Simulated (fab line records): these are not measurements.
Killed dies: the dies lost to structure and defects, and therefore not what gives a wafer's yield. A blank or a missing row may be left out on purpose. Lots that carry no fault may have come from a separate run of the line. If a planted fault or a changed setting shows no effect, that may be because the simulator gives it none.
Matching of chambers    flow gf180mcu    4 sister chambers for GF_V3_ETCH_16 on rie_diel-03
The step etches BARC in N2/H2. 16 wafers are shown with their chamber, then 8 later ones without.

WAFERS PAIRED WITH THEIR CHAMBERS
wafer   chamber  drypump_motor_current_A (A)  throttle_valve_pct (%)  oes_product_au (a.u.)
L074.3  1        5.3                          13.224                  0.852
L074.5  1        5.3                          13.237                  0.857
L074.6  2        5.5                          13.223                  0.849
L075.1  3        5.9                          13.240                  0.847
L075.2  2        5.6                          13.218                  0.847
L075.5  3        5.9                          13.232                  0.855
L080.2  1        5.3                          13.230                  0.863
L080.5  1        5.2                          13.224                  0.848
L080.6  0        6.6                          13.212                  0.852
L081.2  1        5.2                          13.220                  0.867
L081.4  0        6.5                          13.226                  0.861
L081.6  1        5.3                          13.221                  0.854
L082.1  2        5.5                          13.237                  0.857
L082.2  1        5.2                          13.212                  0.852
L082.3  3        6.0                          13.213                  0.845
L082.4  0        6.5                          13.206                  0.851

SIGNATURES, as means of the wafers listed above
reading                  chamber 0  chamber 1  chamber 2  chamber 3  scatter within a chamber
drypump_motor_current_A  6.533      5.257      5.533      5.933      0.0556
throttle_valve_pct       13.21467   13.22400   13.22600   13.22833   0.00985
oes_product_au           0.85467    0.85614    0.85100    0.84900    0.00608
Rule: a wafer lies at a distance from a chamber equal to the root of the sum of squares, over the readings, of (its reading less the chamber's mean, divided by the reading's scatter). The wafer belongs to the nearest chamber; if the next one is less than 2 further off, it can't be placed. The scatter: take each reading less its chamber's mean, square it, sum over the shown wafers, divide by the number of wafers less the number of chambers, and take the root.

WAFERS WHOSE CHAMBER IS MISSING
wafer   drypump_motor_current_A (A)  throttle_valve_pct (%)  oes_product_au (a.u.)
L082.5  6.5                          13.235                  0.851
L082.6  6.0                          13.227                  0.867
L087.1  5.3                          13.238                  0.862
L087.3  5.9                          13.245                  0.853
L087.6  5.2                          13.224                  0.856
L093.1  5.9                          13.227                  0.859
L093.5  5.6                          13.221                  0.853
L093.6  5.3                          13.231                  0.850

THE CHAMBER EACH PASSED THROUGH
wafer   from the rows above  in truth
L082.5  0                    0
L082.6  3                    3
L087.1  1                    1
L087.3  3                    3
L087.6  1                    1
L093.1  3                    3
L093.5  2                    2
L093.6  1                    1
8 of 8 placed correctly. Number that these rows cannot place: 0. Wrongly placed: 0.
